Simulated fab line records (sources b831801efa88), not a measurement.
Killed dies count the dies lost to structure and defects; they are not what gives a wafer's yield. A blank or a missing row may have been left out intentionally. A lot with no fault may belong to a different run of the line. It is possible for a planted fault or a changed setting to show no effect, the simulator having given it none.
Which tool did it? ; flow sky130 ; Sampling: 6 lots, 18 wafers, 2 of 708 route steps

## WHAT THE GAUGES SHOWED, per wafer
SKY_NWELL_OVL_MEAS_23.
lot;measured;on;NWELL_01_OVL (nm)
L286;day 6 00:02;overlay-01;-2.3 -1.7 -1.2
L288;day 6 13:59;overlay-02;-1.3 -1.7 -1.3
L291;day 7 06:51;overlay-01;-2.7 -2.0 -1.5
L300;day 9 21:36;overlay-01;-1.2 -0.2 -0.5
L302;day 10 08:26;overlay-01;0.1 0.6 0.8
L304;day 10 17:00;overlay-02;-1.1 0.0 -1.3

## TOOL THAT RAN EACH LOT (tool first, then ch and the chambers of the sampled wafers, then the start)
lot;SKY_NWELL_EXPOSE_20
L286;iline_stepper-02 ch 0, day 5 15:50
L288;iline_stepper-01 ch 0, day 6 04:49
L291;iline_stepper-02 ch 0, day 6 21:25
L300;iline_stepper-01 ch 0, day 9 10:55
L302;iline_stepper-02 ch 0, day 9 21:23
L304;iline_stepper-01 ch 0, day 10 06:07
- SKY_NWELL_EXPOSE_20: exposes mask NWM COMPLEMENT, target cd 840 nm.

## THE ANSWER, worked out from the rows above alone
Rule: the usual values come from the lots themselves. Put in order of their means at a reading, lots are off if they are a third of the lots or fewer, leave a main group of 4 or more, and stand apart from it by a gap of 3 or more times the standard deviation of the main group's means; of several such gaps the widest counts. A main group is skipped when, at the precision printed for the reading in the tables above, its means are all equal. A lot without any number at a reading at which 4 lots or more have one is off too. All remaining lots with rows at the step are treated as sound.
No lot is off on any of the readings shown, so nothing can be concluded from this.

## WHAT HAD BEEN PUT IN BY THE SIMULATOR
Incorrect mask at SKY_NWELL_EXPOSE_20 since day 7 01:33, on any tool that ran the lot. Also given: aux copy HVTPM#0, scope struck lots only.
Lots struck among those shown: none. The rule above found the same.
